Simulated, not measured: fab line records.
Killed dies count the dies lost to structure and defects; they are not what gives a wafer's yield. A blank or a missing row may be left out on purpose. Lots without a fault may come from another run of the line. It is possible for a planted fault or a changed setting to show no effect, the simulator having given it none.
Problem report in the 8D (eight disciplines) form, filled by code || flow sky130 || the parts of the form that need people (team, actions taken, sign-off) are left out

## 1. WHAT WENT WRONG
Mean of run length s at SKY_FIELD_ISO_WET_ETCH_30: 124 s across 6 wafers in 2 lots; on wafers with no fault it is 78 s (standard deviation 3.1). That is +15 standard deviations from the usual mean.
The step: etches SiO2 in dHF, target depth 25 nm, time 50 s.
The first sign was on wafer L262.1 at day 5 16:05, on wet bench-04. Wafers with a number at this step in the record: 18, from 6 lots. Rule for "out" (also "out of limits"): further than 4 standard deviations from the usual mean. The other wafers with a number count as sound.

## 2. WHAT IT IS, AND WHAT IT ISN'T
{"question": "which readings at this step", "is": "run length s", "is not": "-"}
{"question": "which lots", "is": "L262, L267", "is not": "L247, L250, L252, L259"}
{"question": "which wafers of those lots", "is": "all that have a number", "is not": "-"}
{"question": "read on which tools", "is": "wet bench-04", "is not": "wet bench-01, wet bench-03"}
{"question": "when", "is": "from day 5 16:05", "is not": "up to then (12 sound wafers)"}

## 3. THE SUSPECTS, EACH WITH WHAT RULES IT OUT
Counting: a tool at a process step up to the reading stays a suspect if it ran every lot that is out and no sound lot after the first of them.
- cmp-01 at SKY_FIELD_ISO_CMP_27 (polishes, stops on Si3N4, t overpolish 16 s, target thk 457.8 nm): kept. It processed each lot that is out, first L262 at day 5 15:23, and no sound lot thereafter; up to then, the last sound lot it processed was L247 at day 3 02:11.
- wet bench-04 at SKY_FIELD_ISO_WET_ETCH_30 (etches SiO2 in dHF, target depth 25 nm, time 50 s): kept. It processed each lot that is out, first L262 at day 5 16:05, and no sound lot thereafter; up to then, the last sound lot it processed was L259 at day 5 00:25. Its own run length s readings are out on those wafers.
Left after counting: cmp-01 at SKY_FIELD_ISO_CMP_27, wet bench-04 at SKY_FIELD_ISO_WET_ETCH_30.

## 4. THE CAUSE (what the simulator had put in)
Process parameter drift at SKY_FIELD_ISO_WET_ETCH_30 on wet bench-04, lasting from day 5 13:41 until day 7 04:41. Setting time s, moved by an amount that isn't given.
This tool is one of the 2 suspects left after counting.

## 5. THE EFFECT CHAIN, in route order
Rows list readings where the struck wafers' mean (over those with a number) sits beyond 3 standard deviations from the usual. Scope: only readings with a usual standard deviation given in the record; hours: median across lots of the time from each lot's start at the first step in this table that gives one to its start at this step; sigmas: change in usual standard deviations.
{"hours": 0, "step": "SKY_FIELD_ISO_WET_ETCH_30", "reading": "run length s", "usual": "78 s", "on struck wafers": 124, "change": "+46", "sigmas": "+15"}
Process steps it contains:
- SKY_FIELD_ISO_WET_ETCH_30: etches SiO2 in dHF, target depth 25 nm, time 50 s.
Later steps that measure or inspect, where all struck wafers having a row at the step show a number for every such reading and not one has moved that far: SKY_NWELL_THK_MEAS_02, SKY_DNWELL_TW_MEAS_09, SKY_PWDE_OVL_MEAS_07, SKY_PWDE_TW_MEAS_10.

## 6. HOW IT WOULD HAVE BEEN CAUGHT EARLIER
In this record the first reading out of limits was taken at day 5 16:05, 2 hours after the fault began at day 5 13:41.
